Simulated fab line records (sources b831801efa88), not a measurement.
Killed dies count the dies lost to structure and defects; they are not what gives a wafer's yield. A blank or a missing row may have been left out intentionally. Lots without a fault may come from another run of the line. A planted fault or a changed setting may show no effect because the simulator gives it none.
fab line records / flow sky130 / part 2 of 2: steps 23 to 33 of 33
record lots=5 wafers=15 last_day=50
route steps=708 shown METAL1@452 VIA1@458 METAL2@483
lots with no fault: from the same line, run without faults
start_h: the number of hours between the record's first day and the start of the first shown wafer of the lot / wait_h: hours since the lot's step before / " same as the row above / L1.1+2: one row covering several wafers at once / - either no value or no given start / * or withheld: withheld / < > ~ a bound
route shown NAME@n: a module of which the file shows steps, and the number in the route of the first / usual: mean/standard deviation taken from wafers without a fault / same: alike in all rows / chamber/n: place in a boat / sites: readings site by site / _std_site: standard deviation of those values / _edge_site: the outer-site mean with the inner-site mean subtracted / radius_mm: for every site, how far away it sits from the centre of the wafer / mask NAME#n: copy n / behind: the last tool/chamber to shape the wafer / hold: reason for holding the lot/hours on hold/outcome of the hold / device: the n, p or np transistor that did not switch / end of line: the route-end tests of the same wafers / for a step that has no rows: nothing shown but its recipe / killed: dies lost to structure and defects at the first sort, not the wafer's yield / map: per-die view of a wafer (x killed, . not killed, _ where there is no die)
set.NAME: the setting as run; set.NAME@STEP: as run at that earlier step / model.NAME: the simulator's own value behind a step, which no gauge read
a table for each step, a row for each wafer; lots at some steps of the route
services: a tool's chamber out of use, with start hour (start_h, from the record's first day; less than 0 if before it), hours out, and reason
## steps
# step SKY_VIA1_STRIP_16
# recipe chemistry=O2/N2 power_w=1400 pressure_mtorr=1500 platen_temp_c=withheld o2_flow_sccm=3000 n2_flow_sccm=300 overash_fraction=0.5
# usual drypump_motor_current_A=5.7/0.44 oes_product_au=0.416/0.0047 strip_time_to_endpoint_s=4.458/0.02
lot.wafer=L075.2 tool=plasma_asher-02 chamber=1 start_h=824.62 wait_h=0.0 drypump_motor_current_A=6.3 oes_product_au=0.419 rf_hours_counter_h=63 strip_time_to_endpoint_s=4.469
lot.wafer=L075.4 tool=plasma_asher-02 chamber=0 start_h=824.62 wait_h=0.0 drypump_motor_current_A=5.7 oes_product_au=0.415 rf_hours_counter_h=- strip_time_to_endpoint_s=4.467
lot.wafer=L075.6 tool=plasma_asher-02 chamber=0 start_h=824.62 wait_h=0.0 drypump_motor_current_A=5.7 oes_product_au=0.417 rf_hours_counter_h=- strip_time_to_endpoint_s=4.477
lot.wafer=L077.1 tool=plasma_asher-02 chamber=1 start_h=837.55 wait_h=0.0 drypump_motor_current_A=6.3 oes_product_au=0.412 rf_hours_counter_h=65 strip_time_to_endpoint_s=4.467
lot.wafer=L077.2 tool=plasma_asher-02 chamber=0 start_h=837.55 wait_h=0.0 drypump_motor_current_A=5.7 oes_product_au=0.419 rf_hours_counter_h=65 strip_time_to_endpoint_s=4.499
lot.wafer=L077.6 tool=plasma_asher-02 chamber=0 start_h=837.55 wait_h=0.0 drypump_motor_current_A=5.7 oes_product_au=0.412 rf_hours_counter_h=- strip_time_to_endpoint_s=4.477
lot.wafer=L088.2 tool=plasma_asher-01 chamber=1 start_h=921.33 wait_h=0.0 drypump_motor_current_A=5.7 oes_product_au=0.416 rf_hours_counter_h=17 strip_time_to_endpoint_s=4.478
lot.wafer=L088.3 tool=plasma_asher-01 chamber=0 start_h=921.33 wait_h=0.0 drypump_motor_current_A=5.0 oes_product_au=0.413 rf_hours_counter_h=- strip_time_to_endpoint_s=4.449
lot.wafer=L088.5 tool=plasma_asher-01 chamber=1 start_h=921.33 wait_h=0.0 drypump_motor_current_A=5.7 oes_product_au=0.416 rf_hours_counter_h=- strip_time_to_endpoint_s=4.444
lot.wafer=L089.1 tool=plasma_asher-02 chamber=1 start_h=922.84 wait_h=0.0 drypump_motor_current_A=6.3 oes_product_au=0.408 rf_hours_counter_h=74 strip_time_to_endpoint_s=4.459
lot.wafer=L089.5 tool=plasma_asher-02 chamber=1 start_h=922.84 wait_h=0.0 drypump_motor_current_A=6.3 oes_product_au=0.419 rf_hours_counter_h=- strip_time_to_endpoint_s=4.458
lot.wafer=L089.6 tool=plasma_asher-02 chamber=0 start_h=922.84 wait_h=0.0 drypump_motor_current_A=5.7 oes_product_au=0.413 rf_hours_counter_h=- strip_time_to_endpoint_s=4.490
lot.wafer=L094.2 tool=plasma_asher-04 chamber=1 start_h=956.68 wait_h=0.0 drypump_motor_current_A=5.7 oes_product_au=0.421 rf_hours_counter_h=52 strip_time_to_endpoint_s=4.477
lot.wafer=L094.4 tool=plasma_asher-04 chamber=1 start_h=956.68 wait_h=0.0 drypump_motor_current_A=5.7 oes_product_au=0.429 rf_hours_counter_h=- strip_time_to_endpoint_s=4.462
lot.wafer=L094.6 tool=plasma_asher-04 chamber=0 start_h=956.68 wait_h=0.0 drypump_motor_current_A=6.2 oes_product_au=0.416 rf_hours_counter_h=- strip_time_to_endpoint_s=4.484
# step SKY_VIA1_STRIP_17
# recipe chemistry=post_etch_residue_remover time_s=1200 temp_c=72.5
# usual bath_guard_temp_C=72.4/0.56
lot.wafer=L075.2 tool=wet_bench-02 chamber=1 start_h=824.72 wait_h=0.1 bath_guard_temp_C=72.5
lot.wafer=L075.4 tool=wet_bench-02 chamber=1 start_h=824.72 wait_h=0.1 bath_guard_temp_C=72.4
lot.wafer=L075.6 tool=wet_bench-02 chamber=1 start_h=824.72 wait_h=0.1 bath_guard_temp_C=72.2
lot.wafer=L077.1 tool=wet_bench-03 chamber=0 start_h=837.65 wait_h=0.1 bath_guard_temp_C=72.8
lot.wafer=L077.2 tool=wet_bench-03 chamber=0 start_h=837.65 wait_h=0.1 bath_guard_temp_C=72.2
lot.wafer=L077.6 tool=wet_bench-03 chamber=0 start_h=837.65 wait_h=0.1 bath_guard_temp_C=72.5
lot.wafer=L088.2 tool=wet_bench-04 chamber=2 start_h=921.43 wait_h=0.1 bath_guard_temp_C=72.3
lot.wafer=L088.3 tool=wet_bench-04 chamber=2 start_h=921.43 wait_h=0.1 bath_guard_temp_C=72.2
lot.wafer=L088.5 tool=wet_bench-04 chamber=2 start_h=921.43 wait_h=0.1 bath_guard_temp_C=72.4
lot.wafer=L089.1 tool=wet_bench-02 chamber=2 start_h=922.94 wait_h=0.1 bath_guard_temp_C=73.3
lot.wafer=L089.5 tool=wet_bench-02 chamber=2 start_h=922.94 wait_h=0.1 bath_guard_temp_C=73.8
lot.wafer=L089.6 tool=wet_bench-02 chamber=2 start_h=922.94 wait_h=0.1 bath_guard_temp_C=73.6
lot.wafer=L094.2 tool=wet_bench-04 chamber=3 start_h=956.78 wait_h=0.1 bath_guard_temp_C=72.8
lot.wafer=L094.4 tool=wet_bench-04 chamber=3 start_h=956.78 wait_h=0.1 bath_guard_temp_C=73.0
lot.wafer=L094.6 tool=wet_bench-04 chamber=3 start_h=956.78 wait_h=0.1 bath_guard_temp_C=73.3
# step SKY_VIA1_CLEAN_18
# recipe chemistry=IPA time_s=180 temp_c=25
lot.wafer=L075.2+4+6 tool=wet_bench-03 chamber=2 start_h=825.07 wait_h=0.0
lot.wafer=L077.1+2+6 tool=wet_bench-04 chamber=0 start_h=837.99 wait_h=0.0
lot.wafer=L088.2+3+5 tool=wet_bench-02 chamber=3 start_h=921.80 wait_h=0.0
lot.wafer=L089.1+5+6 tool=wet_bench-04 chamber=2 start_h=923.28 wait_h=0.0
lot.wafer=L094.2+4+6 tool=wet_bench-03 chamber=2 start_h=957.12 wait_h=0.0
# step SKY_VIA1_CLEAN_19
# recipe chemistry=O3/DIW dry=n2_spin
lot.wafer=L075.2+4+6 tool=wet_bench-04 chamber=2 start_h=825.14 wait_h=0.0
lot.wafer=L077.1+2+6 tool=wet_bench-03 chamber=2 start_h=838.05 wait_h=0.0
lot.wafer=L088.2+3+5 tool=wet_bench-03 chamber=2 start_h=921.86 wait_h=0.0
lot.wafer=L089.1+5+6 tool=wet_bench-03 chamber=3 start_h=923.35 wait_h=0.0
lot.wafer=L094.2+4+6 tool=wet_bench-02 chamber=2 start_h=957.18 wait_h=0.0
# step SKY_VIA1_SPUTTER_20
# recipe material=TiN target_thk_nm=20 chamber_pressure_pa=5 power_w=4000 time_s=80
# usual throttle_valve_pct=30.3/0.84
lot.wafer=L075.2 tool=pvd_sputter-03 chamber=- start_h=825.24 wait_h=0.0 throttle_valve_pct=28.7
lot.wafer=L075.4 tool=pvd_sputter-03 chamber=- start_h=825.24 wait_h=0.0 throttle_valve_pct=30.6
lot.wafer=L075.6 tool=pvd_sputter-03 chamber=- start_h=825.24 wait_h=0.0 throttle_valve_pct=31.6
lot.wafer=L077.1 tool=pvd_sputter-02 chamber=- start_h=838.14 wait_h=0.0 throttle_valve_pct=31.3
lot.wafer=L077.2 tool=pvd_sputter-02 chamber=- start_h=838.14 wait_h=0.0 throttle_valve_pct=29.9
lot.wafer=L077.6 tool=pvd_sputter-02 chamber=- start_h=838.14 wait_h=0.0 throttle_valve_pct=29.8
lot.wafer=L088.2 tool=pvd_sputter-02 chamber=- start_h=922.04 wait_h=0.0 throttle_valve_pct=30.0
lot.wafer=L088.3 tool=pvd_sputter-02 chamber=- start_h=922.04 wait_h=0.0 throttle_valve_pct=31.0
lot.wafer=L088.5 tool=pvd_sputter-02 chamber=- start_h=922.04 wait_h=0.0 throttle_valve_pct=29.9
lot.wafer=L089.1 tool=pvd_sputter-03 chamber=- start_h=923.53 wait_h=0.0 throttle_valve_pct=29.6
lot.wafer=L089.5 tool=pvd_sputter-03 chamber=- start_h=923.53 wait_h=0.0 throttle_valve_pct=29.9
lot.wafer=L089.6 tool=pvd_sputter-03 chamber=- start_h=923.53 wait_h=0.0 throttle_valve_pct=28.5
lot.wafer=L094.2 tool=pvd_sputter-02 chamber=- start_h=957.27 wait_h=0.0 throttle_valve_pct=29.6
lot.wafer=L094.4 tool=pvd_sputter-02 chamber=- start_h=957.27 wait_h=0.0 throttle_valve_pct=29.7
lot.wafer=L094.6 tool=pvd_sputter-02 chamber=- start_h=957.27 wait_h=0.0 throttle_valve_pct=30.3
# step SKY_VIA1_CVD_21
# recipe material=W target_thk_nm=270 time_s=80.902 temp_c=400 pressure_torr=40
# usual heater_power_w=834/59
lot.wafer=L075.2 tool=cvd_w-02 chamber=0 start_h=825.30 wait_h=0.0 heater_power_w=919
lot.wafer=L075.4 tool=cvd_w-02 chamber=0 start_h=825.30 wait_h=0.0 heater_power_w=913
lot.wafer=L075.6 tool=cvd_w-02 chamber=0 start_h=825.30 wait_h=0.0 heater_power_w=916
lot.wafer=L077.1 tool=cvd_w-01 chamber=1 start_h=838.21 wait_h=0.0 heater_power_w=826
lot.wafer=L077.2 tool=cvd_w-01 chamber=0 start_h=838.21 wait_h=0.0 heater_power_w=875
lot.wafer=L077.6 tool=cvd_w-01 chamber=0 start_h=838.21 wait_h=0.0 heater_power_w=867
lot.wafer=L088.2 tool=cvd_w-01 chamber=0 start_h=922.10 wait_h=0.0 heater_power_w=778
lot.wafer=L088.3 tool=cvd_w-01 chamber=1 start_h=922.10 wait_h=0.0 heater_power_w=785
lot.wafer=L088.5 tool=cvd_w-01 chamber=1 start_h=922.10 wait_h=0.0 heater_power_w=759
lot.wafer=L089.1 tool=cvd_w-02 chamber=0 start_h=923.59 wait_h=0.0 heater_power_w=924
lot.wafer=L089.5 tool=cvd_w-02 chamber=1 start_h=923.59 wait_h=0.0 heater_power_w=795
lot.wafer=L089.6 tool=cvd_w-02 chamber=0 start_h=923.59 wait_h=0.0 heater_power_w=937
lot.wafer=L094.2 tool=cvd_w-02 chamber=0 start_h=957.33 wait_h=0.0 heater_power_w=894
lot.wafer=L094.4 tool=cvd_w-02 chamber=0 start_h=957.33 wait_h=0.0 heater_power_w=930
lot.wafer=L094.6 tool=cvd_w-02 chamber=1 start_h=957.33 wait_h=0.0 heater_power_w=790
# step SKY_VIA1_RS_MEAS_22
# recipe thk_meas_gauge=four-point-probe reads=W_of_VIA1_CVD_21+TiN_of_VIA1_SPUTTER_20
# usual VIA1_W_RS=0.427/0.005
lot.wafer=L075.2 tool=film_metro-02 chamber=- start_h=825.41 wait_h=0.1 VIA1_W_RS[ohm/sq]=0.425
lot.wafer=L075.4 tool=film_metro-02 chamber=- start_h=825.41 wait_h=0.1 VIA1_W_RS[ohm/sq]=0.421
lot.wafer=L075.6 tool=film_metro-02 chamber=- start_h=825.41 wait_h=0.1 VIA1_W_RS[ohm/sq]=0.423
lot.wafer=L077.1 tool=film_metro-03 chamber=- start_h=838.30 wait_h=0.1 VIA1_W_RS[ohm/sq]=0.428
lot.wafer=L077.2 tool=film_metro-03 chamber=- start_h=838.30 wait_h=0.1 VIA1_W_RS[ohm/sq]=0.415
lot.wafer=L077.6 tool=film_metro-03 chamber=- start_h=838.30 wait_h=0.1 VIA1_W_RS[ohm/sq]=0.418
lot.wafer=L088.2 tool=film_metro-02 chamber=- start_h=922.21 wait_h=0.1 VIA1_W_RS[ohm/sq]=0.421
lot.wafer=L088.3 tool=film_metro-02 chamber=- start_h=922.21 wait_h=0.1 VIA1_W_RS[ohm/sq]=0.419
lot.wafer=L088.5 tool=film_metro-02 chamber=- start_h=922.21 wait_h=0.1 VIA1_W_RS[ohm/sq]=0.421
lot.wafer=L089.1 tool=film_metro-04 chamber=- start_h=923.69 wait_h=0.1 VIA1_W_RS[ohm/sq]=0.436
lot.wafer=L089.5 tool=film_metro-04 chamber=- start_h=923.69 wait_h=0.1 VIA1_W_RS[ohm/sq]=0.427
lot.wafer=L089.6 tool=film_metro-04 chamber=- start_h=923.69 wait_h=0.1 VIA1_W_RS[ohm/sq]=0.430
lot.wafer=L094.2 tool=film_metro-02 chamber=- start_h=957.45 wait_h=0.1 VIA1_W_RS[ohm/sq]=0.427
lot.wafer=L094.4 tool=film_metro-02 chamber=- start_h=957.45 wait_h=0.1 VIA1_W_RS[ohm/sq]=0.426
lot.wafer=L094.6 tool=film_metro-02 chamber=- start_h=957.45 wait_h=0.1 VIA1_W_RS[ohm/sq]=0.430
# step SKY_VIA1_THK_MEAS_23
# recipe thk_meas_gauge=xrf reads=W_of_VIA1_CVD_21
# usual VIA1_W_THK=275/4
lot.wafer=L075.2 tool=film_metro-02 chamber=- start_h=825.52 wait_h=0.1 VIA1_W_THK[nm]=276
lot.wafer=L075.4 tool=film_metro-02 chamber=- start_h=825.52 wait_h=0.1 VIA1_W_THK[nm]=279
lot.wafer=L075.6 tool=film_metro-02 chamber=- start_h=825.52 wait_h=0.1 VIA1_W_THK[nm]=275
lot.wafer=L077.1 tool=film_metro-03 chamber=- start_h=838.42 wait_h=0.1 VIA1_W_THK[nm]=272
lot.wafer=L077.2 tool=film_metro-03 chamber=- start_h=838.42 wait_h=0.1 VIA1_W_THK[nm]=282
lot.wafer=L077.6 tool=film_metro-03 chamber=- start_h=838.42 wait_h=0.1 VIA1_W_THK[nm]=280
lot.wafer=L088.2 tool=film_metro-02 chamber=- start_h=922.32 wait_h=0.1 VIA1_W_THK[nm]=281
lot.wafer=L088.3 tool=film_metro-02 chamber=- start_h=922.32 wait_h=0.1 VIA1_W_THK[nm]=281
lot.wafer=L088.5 tool=film_metro-02 chamber=- start_h=922.32 wait_h=0.1 VIA1_W_THK[nm]=279
lot.wafer=L089.1 tool=film_metro-04 chamber=- start_h=923.81 wait_h=0.1 VIA1_W_THK[nm]=272
lot.wafer=L089.5 tool=film_metro-04 chamber=- start_h=923.81 wait_h=0.1 VIA1_W_THK[nm]=277
lot.wafer=L089.6 tool=film_metro-04 chamber=- start_h=923.81 wait_h=0.1 VIA1_W_THK[nm]=275
lot.wafer=L094.2 tool=film_metro-02 chamber=- start_h=957.56 wait_h=0.1 VIA1_W_THK[nm]=275
lot.wafer=L094.4 tool=film_metro-02 chamber=- start_h=957.56 wait_h=0.1 VIA1_W_THK[nm]=279
lot.wafer=L094.6 tool=film_metro-02 chamber=- start_h=957.56 wait_h=0.1 VIA1_W_THK[nm]=274
# step SKY_VIA1_CMP_24
# recipe stop_on=SiO2 t_overpolish_s=15 down_force_psi=3.5 platen_rpm=60 target_thk_nm=0 pad_velocity_m_s=0.94248
# usual motor_current_A=11.4/1.2 overpolish_run_s=15.000/0.0081 time_to_endpoint_s=65/4.2
lot.wafer=L075.4 tool=cmp-02 chamber=1 start_h=825.67 wait_h=0.1 motor_current_A=11.7 overpolish_run_s=15.013 time_to_endpoint_s=66
lot.wafer=L075.2 tool=cmp-02 chamber=2 start_h=825.67 wait_h=0.1 motor_current_A=11.1 overpolish_run_s=15.010 time_to_endpoint_s=60
lot.wafer=L075.6 tool=cmp-02 chamber=3 start_h=825.67 wait_h=0.1 motor_current_A=10.3 overpolish_run_s=14.996 time_to_endpoint_s=65
lot.wafer=L077.2 tool=cmp-01 chamber=1 start_h=838.53 wait_h=0.1 motor_current_A=13.0 overpolish_run_s=14.997 time_to_endpoint_s=61
lot.wafer=L077.1 tool=cmp-01 chamber=2 start_h=838.53 wait_h=0.1 motor_current_A=10.2 overpolish_run_s=14.993 time_to_endpoint_s=62
lot.wafer=L077.6 tool=cmp-01 chamber=0 start_h=838.53 wait_h=0.1 motor_current_A=12.6 overpolish_run_s=14.992 time_to_endpoint_s=65
lot.wafer=L088.3 tool=cmp-01 chamber=1 start_h=922.37 wait_h=0.0 motor_current_A=13.4 overpolish_run_s=15.010 time_to_endpoint_s=59
lot.wafer=L088.2 tool=cmp-01 chamber=0 start_h=922.37 wait_h=0.0 motor_current_A=12.5 overpolish_run_s=15.006 time_to_endpoint_s=61
lot.wafer=L088.5 tool=cmp-01 chamber=1 start_h=922.37 wait_h=0.0 motor_current_A=13.0 overpolish_run_s=15.010 time_to_endpoint_s=56
lot.wafer=L089.1 tool=cmp-01 chamber=0 start_h=923.92 wait_h=0.1 motor_current_A=12.9 overpolish_run_s=14.989 time_to_endpoint_s=61
lot.wafer=L089.6 tool=cmp-01 chamber=3 start_h=923.92 wait_h=0.1 motor_current_A=10.5 overpolish_run_s=14.993 time_to_endpoint_s=61
lot.wafer=L089.5 tool=cmp-01 chamber=0 start_h=923.92 wait_h=0.1 motor_current_A=13.2 overpolish_run_s=14.996 time_to_endpoint_s=62
lot.wafer=L094.2 tool=cmp-01 chamber=2 start_h=957.66 wait_h=0.1 motor_current_A=9.9 overpolish_run_s=15.011 time_to_endpoint_s=68
lot.wafer=L094.4 tool=cmp-01 chamber=0 start_h=957.66 wait_h=0.1 motor_current_A=12.7 overpolish_run_s=14.997 time_to_endpoint_s=63
lot.wafer=L094.6 tool=cmp-01 chamber=2 start_h=957.66 wait_h=0.1 motor_current_A=10.9 overpolish_run_s=15.000 time_to_endpoint_s=65
# step SKY_METAL2_SPUTTER_00
# recipe material=Ti target_thk_nm=15 power_w=3000 time_s=10 chamber_pressure_pa=0.4
# usual throttle_valve_pct=30.1/0.99
lot.wafer=L075.2 tool=pvd_sputter-02 chamber=- start_h=825.87 wait_h=0.1 throttle_valve_pct=29.7
lot.wafer=L075.4 tool=pvd_sputter-02 chamber=- start_h=825.87 wait_h=0.1 throttle_valve_pct=29.6
lot.wafer=L075.6 tool=pvd_sputter-02 chamber=- start_h=825.87 wait_h=0.1 throttle_valve_pct=29.7
lot.wafer=L077.1 tool=pvd_sputter-04 chamber=- start_h=838.78 wait_h=0.1 throttle_valve_pct=31.6
lot.wafer=L077.2 tool=pvd_sputter-04 chamber=- start_h=838.78 wait_h=0.1 throttle_valve_pct=30.0
lot.wafer=L077.6 tool=pvd_sputter-04 chamber=- start_h=838.78 wait_h=0.1 throttle_valve_pct=30.0
lot.wafer=L088.2 tool=pvd_sputter-04 chamber=- start_h=922.67 wait_h=0.1 throttle_valve_pct=30.9
lot.wafer=L088.3 tool=pvd_sputter-04 chamber=- start_h=922.67 wait_h=0.1 throttle_valve_pct=31.7
lot.wafer=L088.5 tool=pvd_sputter-04 chamber=- start_h=922.67 wait_h=0.1 throttle_valve_pct=30.7
lot.wafer=L089.1 tool=pvd_sputter-01 chamber=- start_h=924.17 wait_h=0.2 throttle_valve_pct=28.7
lot.wafer=L089.5 tool=pvd_sputter-01 chamber=- start_h=924.17 wait_h=0.2 throttle_valve_pct=31.6
lot.wafer=L089.6 tool=pvd_sputter-01 chamber=- start_h=924.17 wait_h=0.2 throttle_valve_pct=30.0
lot.wafer=L094.2 tool=pvd_sputter-01 chamber=- start_h=957.91 wait_h=0.2 throttle_valve_pct=29.1
lot.wafer=L094.4 tool=pvd_sputter-01 chamber=- start_h=957.91 wait_h=0.2 throttle_valve_pct=28.7
lot.wafer=L094.6 tool=pvd_sputter-01 chamber=- start_h=957.91 wait_h=0.2 throttle_valve_pct=31.9
# step SKY_METAL2_SPUTTER_01
# recipe material=TiN target_thk_nm=20 power_w=6500 time_s=16.7 chamber_pressure_pa=0.4
# usual throttle_valve_pct=30.1/0.99
lot.wafer=L075.2 tool=pvd_sputter-02 chamber=- start_h=825.89 wait_h=0.0 throttle_valve_pct=29.8
lot.wafer=L075.4 tool=pvd_sputter-02 chamber=- start_h=825.89 wait_h=0.0 throttle_valve_pct=29.5
lot.wafer=L075.6 tool=pvd_sputter-02 chamber=- start_h=825.89 wait_h=0.0 throttle_valve_pct=29.7
lot.wafer=L077.1 tool=pvd_sputter-04 chamber=- start_h=838.80 wait_h=0.0 throttle_valve_pct=31.6
lot.wafer=L077.2 tool=pvd_sputter-04 chamber=- start_h=838.80 wait_h=0.0 throttle_valve_pct=30.0
lot.wafer=L077.6 tool=pvd_sputter-04 chamber=- start_h=838.80 wait_h=0.0 throttle_valve_pct=29.9
lot.wafer=L088.2 tool=pvd_sputter-04 chamber=- start_h=922.70 wait_h=0.0 throttle_valve_pct=30.9
lot.wafer=L088.3 tool=pvd_sputter-04 chamber=- start_h=922.70 wait_h=0.0 throttle_valve_pct=31.3
lot.wafer=L088.5 tool=pvd_sputter-04 chamber=- start_h=922.70 wait_h=0.0 throttle_valve_pct=30.8
lot.wafer=L089.1 tool=pvd_sputter-01 chamber=- start_h=924.19 wait_h=0.0 throttle_valve_pct=28.6
lot.wafer=L089.5 tool=pvd_sputter-01 chamber=- start_h=924.19 wait_h=0.0 throttle_valve_pct=31.5
lot.wafer=L089.6 tool=pvd_sputter-01 chamber=- start_h=924.19 wait_h=0.0 throttle_valve_pct=30.3
lot.wafer=L094.2 tool=pvd_sputter-01 chamber=- start_h=957.93 wait_h=0.0 throttle_valve_pct=28.9
lot.wafer=L094.4 tool=pvd_sputter-01 chamber=- start_h=957.93 wait_h=0.0 throttle_valve_pct=28.8
lot.wafer=L094.6 tool=pvd_sputter-01 chamber=- start_h=957.93 wait_h=0.0 throttle_valve_pct=31.5
## services
tool=pvd_sputter-01 chamber=- start_h=776.04 hours=2.4 kind=repair
tool=cmp-02 chamber=- start_h=792.21 hours=2.7 kind=pm
tool=rie_diel-02 chamber=0 start_h=801.98 hours=1.8 kind=repair
tool=plasma_asher-02 chamber=- start_h=802.50 hours=4.5 kind=repair
tool=wet_bench-03 chamber=- start_h=802.80 hours=2.4 kind=repair
tool=pvd_sputter-02 chamber=- start_h=806.11 hours=0.5 kind=repair
tool=cmp-01 chamber=- start_h=824.00 hours=2.6 kind=repair
tool=krf_scanner-01 chamber=- start_h=841.25 hours=0.8 kind=pm
tool=cmp-02 chamber=- start_h=847.37 hours=3.4 kind=repair
tool=hdpcvd-02 chamber=0 start_h=866.77 hours=10.3 kind=repair
tool=cmp-02 chamber=- start_h=868.86 hours=7.6 kind=pm
tool=cmp-01 chamber=- start_h=870.98 hours=2.0 kind=repair
tool=krf_scanner-01 chamber=- start_h=871.56 hours=3.6 kind=pm
tool=plasma_asher-02 chamber=- start_h=882.30 hours=0.4 kind=repair
tool=krf_scanner-01 chamber=- start_h=883.44 hours=1.0 kind=pm
tool=pvd_sputter-02 chamber=- start_h=900.47 hours=3.7 kind=repair
tool=pvd_sputter-02 chamber=- start_h=903.01 hours=5.2 kind=repair
tool=cmp-02 chamber=- start_h=912.11 hours=4.0 kind=pm
tool=pvd_sputter-02 chamber=- start_h=927.52 hours=1.5 kind=repair
tool=cmp-01 chamber=- start_h=928.40 hours=1.4 kind=repair
tool=cmp-02 chamber=- start_h=928.72 hours=2.0 kind=repair
tool=cmp-01 chamber=- start_h=929.55 hours=0.9 kind=repair
tool=rie_diel-02 chamber=1 start_h=936.76 hours=2.9 kind=repair
tool=plasma_asher-02 chamber=- start_h=953.58 hours=6.3 kind=repair
